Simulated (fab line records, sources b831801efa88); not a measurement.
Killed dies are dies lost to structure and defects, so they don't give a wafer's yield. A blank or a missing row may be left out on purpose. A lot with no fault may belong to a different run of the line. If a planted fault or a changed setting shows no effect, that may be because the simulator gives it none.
Matching of chambers    flow sky130    rieSi-01 running SKY_POLY_GATE_ETCH_17: 4 sister chambers
The step etches poly-Si in HBr/Cl2, stops on SiO2, target depth 180 nm, time 70.5 s. 14 wafers are shown with their chamber, then 7 later ones without.

## WAFERS PAIRED WITH THEIR CHAMBERS
wafer   chamber  drypumpMotorCurrentA (A)  oesProductAu (a.u.)  throttleValvePct (%)
L951.3  3        5.0                       0.983                33.701
L951.5  2        4.9                       0.980                33.685
L951.6  1        5.9                       0.984                33.687
L952.1  1        5.9                       0.986                33.693
L952.2  3        5.0                       0.986                33.662
L952.3  0        5.8                       0.995                33.698
L955.1  1        5.9                       0.979                33.681
L955.4  2        4.9                       0.972                33.672
L955.6  3        5.1                       0.973                33.673
L957.3  2        4.9                       0.977                33.701
L957.4  1        6.0                       0.982                33.680
L957.6  0        5.8                       0.979                33.681
L960.2  1        5.9                       0.975                33.690
L960.5  3        5.0                       0.965                33.678

SIGNATURES (averages over the wafers above)
reading               chamber 0  chamber 1  chamber 2  chamber 3  scatter within a chamber
drypumpMotorCurrentA  5.800      5.920      4.900      5.025      0.0394
oesProductAu          0.98700    0.98120    0.97633    0.97675    0.00716
throttleValvePct      33.68950   33.68620   33.68600   33.67850   0.0123
Rule: distance of a wafer from a chamber = root of the sum over the readings of ((wafer's reading minus chamber's mean) / reading's scatter) squared. If the next closest chamber is less than 2 further off than the closest, the wafer can't be placed; otherwise it belongs to the closest. The scatter: take each reading less its chamber's mean, square it, sum over the shown wafers, divide by the number of wafers less the number of chambers, and take the root.

## WAFERS WHOSE CHAMBER IS MISSING
wafer   drypumpMotorCurrentA (A)  oesProductAu (a.u.)  throttleValvePct (%)
L960.6  4.9                       0.988                33.695
L970.3  5.0                       0.985                33.686
L970.4  4.9                       0.997                33.688
L970.5  4.9                       0.997                33.688
L973.1  5.8                       0.995                33.689
L973.3  5.0                       0.983                33.682
L973.4  4.9                       0.989                33.664

## WHICH CHAMBER EACH ONE RAN IN
wafer   from the rows above      in truth
L960.6  2                        2
L970.3  can't be placed: 3 or 2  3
L970.4  can't be placed: 2 or 3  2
L970.5  can't be placed: 2 or 3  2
L973.1  0                        0
L973.3  can't be placed: 3 or 2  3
L973.4  can't be placed: 2 or 3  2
Placed correctly: 2 of 7. Unplaceable from these rows: 5, with the true chamber sitting among the candidates in 5. Placed wrongly: 0.
